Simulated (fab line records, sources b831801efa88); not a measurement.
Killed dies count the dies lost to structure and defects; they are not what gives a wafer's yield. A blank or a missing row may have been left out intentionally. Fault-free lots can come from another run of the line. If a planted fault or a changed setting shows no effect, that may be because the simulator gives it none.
A struck lot beside a sound one :: flow sky130 :: 17 out of 708 route steps
Sound: these wafers, L303.1, L303.4, L303.5. Struck: wafers L306.2, L306.4, L306.5. The cause is named last.
For every step that has rows: the tool of each side, followed by ch and its chambers, followed by its first start. Under that, the readings that differ: sound wafers :: struck wafers :: difference of the means :: sigmas: that difference in standard deviations of wafers without a fault.
alike: readings with means less than 2 such deviations apart, plus words and numbers identical on both sides. not compared: withheld readings, readings lacking a value on some wafer, bounds such as >300 that could conceal the same value, and numbers that have no deviation in the record and whose values overlap.
A row with sigmas, a row that says differs or no value, or rows on one side alone: a step with any of these is where the two part. When numbers do not overlap yet have no deviation, they are printed without sigmas and do not part them. A reading missing from all wafers of one side parts the sides only when that side holds two or more wafers.

first, 1 step without rows for these wafers: SKY_VT_ADJUST_LVTN_IMPLANT_19.
SKY_VT_ADJUST_LVTN_STRIP_20: strips in O2/N2.
  sound on plasma asher-01 ch 0,1, day 10 07:32; struck on plasma asher-04 ch 0,1, day 11 03:56
  alike: drypump motor current A, oes product au, strip time to endpoint s
  not compared: rf hours counter h
SKY_VT_ADJUST_LVTN_TW_MEAS_21:
  sound on film metro-04 at day 10 07:38; struck on film metro-04 at day 11 04:02
reading: VT_ADJUST_LVTN_2_TW
sound: 187.1 186.6 186.6
struck: 185.1 183.8 184.3
difference: -2.4
sigmas: -3
then, 7 steps without rows for these wafers: SKY_VT_ADJUST_NCORE_DEHYDRATE_00 (time 60 s); SKY_VT_ADJUST_NCORE_HMDS_01 (prime time 60 s); SKY_VT_ADJUST_NCORE_COAT_02 (resist thk 1140 nm); SKY_VT_ADJUST_NCORE_SOFTBAKE_03 (time 60 s); SKY_VT_ADJUST_NCORE_EXPOSE_04 (exposes mask LVTN COMPLEMENT THIN, target cd 380 nm); SKY_VT_ADJUST_NCORE_PEB_05; SKY_VT_ADJUST_NCORE_DEVELOP_06 (develop time 60 s).
SKY_VT_ADJUST_NCORE_CD_MEAS_07: the cd target is 380 nm.
  sound on cd sem-01 at day 11 06:09; struck on cd sem-01 at day 12 04:04
reading: cd nm (nm)
sound: 376.8 377.0 375.5
struck: 383.1 380.8 383.0
difference: +5.9
sigmas: +3
SKY_VT_ADJUST_NCORE_OVL_MEAS_08:
  sound on overlay-02 at day 11 06:16; struck on overlay-02 at day 12 04:10
  alike: VT_ADJUST_NCORE_OVL
SKY_VT_ADJUST_NCORE_IMPLANT_09:
  sound on implanter-01 ch 0, day 11 06:18; struck on implanter-02 ch 0, day 12 04:14
reading: dose ions cm2
sound: 2.399e+12 2.3971e+12 2.3996e+12
struck: 7.226e+11 7.224e+11 7.224e+11
difference: -1.676e+12
sigmas: -99 or more

reading: faraday current uA
sound: 13.59 13.03 13.20
struck: 4.09 4.08 4.00
difference: -9.22
sigmas: -34
SKY_VT_ADJUST_NCORE_STRIP_10: strips in O2/N2.
  sound on plasma asher-03 ch 0,1, day 11 06:27; struck on plasma asher-03 ch 0,1, day 12 04:21
  alike: drypump motor current A, oes product au, strip time to endpoint s
  not compared: rf hours counter h
SKY_VT_ADJUST_NCORE_TW_MEAS_11:
  sound on film metro-02 at day 11 06:33; struck on film metro-01 at day 12 04:28
reading: VT_ADJUST_NCORE_TW
sound: 216.7 216.0 214.4
struck: 154.6 156.8 155.1
difference: -60.2
sigmas: -55
then, 1 step without rows for these wafers: SKY_VT_ADJUST_HVTR_DEHYDRATE_00 (time 60 s).
-- record jumps: 37 days separate the struck wafers' starts on either side; left off in module VT_ADJUST_HVTR, taken up again in module PAD_OPEN, whose first shown step is the route's number 708 --
SKY_PAD_OPEN_PROBE_99:
  sound on prober-02 at day 48 06:13; struck on prober-02 at day 49 12:16
reading: model.etest.nfet_16v.r on ohm um
sound: 1.38e+04 1.387e+04 1.385e+04
struck: 1.172e+04 1.179e+04 1.176e+04
difference: -2.083e+03
sigmas: 

reading: model.etest.pfet_16v.r on ohm um
sound: 1.502e+04 1.521e+04 1.574e+04
struck: 1.728e+04 1.733e+04 1.738e+04
difference: +2.007e+03
sigmas: 

reading: model.etest.pfet g5v0d10v5.r on ohm um
sound: 4702 4720 4784
struck: 5626 5629 5654
difference: +901
sigmas: 

reading: model.etest.tip p.rs ohm sq
sound: 6848 6815 6918
struck: 7242 7319 7367
difference: +449
sigmas: 

reading: model.etest.pfet_01v8.r on ohm um
sound: 2924 2869 2927
struck: 3148 3227 3203
difference: +286
sigmas: 

reading: model.etest.res pwell under gate.rs ohm sq
sound: 2316 2305 2317
struck: 2516 2509 2505
difference: +197
sigmas: 

reading: model.etest.nfet g5v0d10v5.r on ohm um
sound: 1874 1894 1901
struck: 1670 1662 1680
difference: -219
sigmas: 

reading: model.etest.tip_p_5v.rs ohm sq
sound: 2870 2842 2865
struck: 3033 3030 3035
difference: +174
sigmas: 
  alike: killed_at_M0_to_M3, killed_at_M4_up, killed at contacts, killed at front end, killed at other, killed dies, killed open, killed short

WHERE THEY PART
Earliest at SKY_VT_ADJUST_LVTN_TW_MEAS_21; latest, in this record, at SKY_VT_ADJUST_NCORE_TW_MEAS_11. Later steps at which nothing parts them and some readings are alike: SKY_PAD_OPEN_PROBE_99.

WHY: what the simulator had put in
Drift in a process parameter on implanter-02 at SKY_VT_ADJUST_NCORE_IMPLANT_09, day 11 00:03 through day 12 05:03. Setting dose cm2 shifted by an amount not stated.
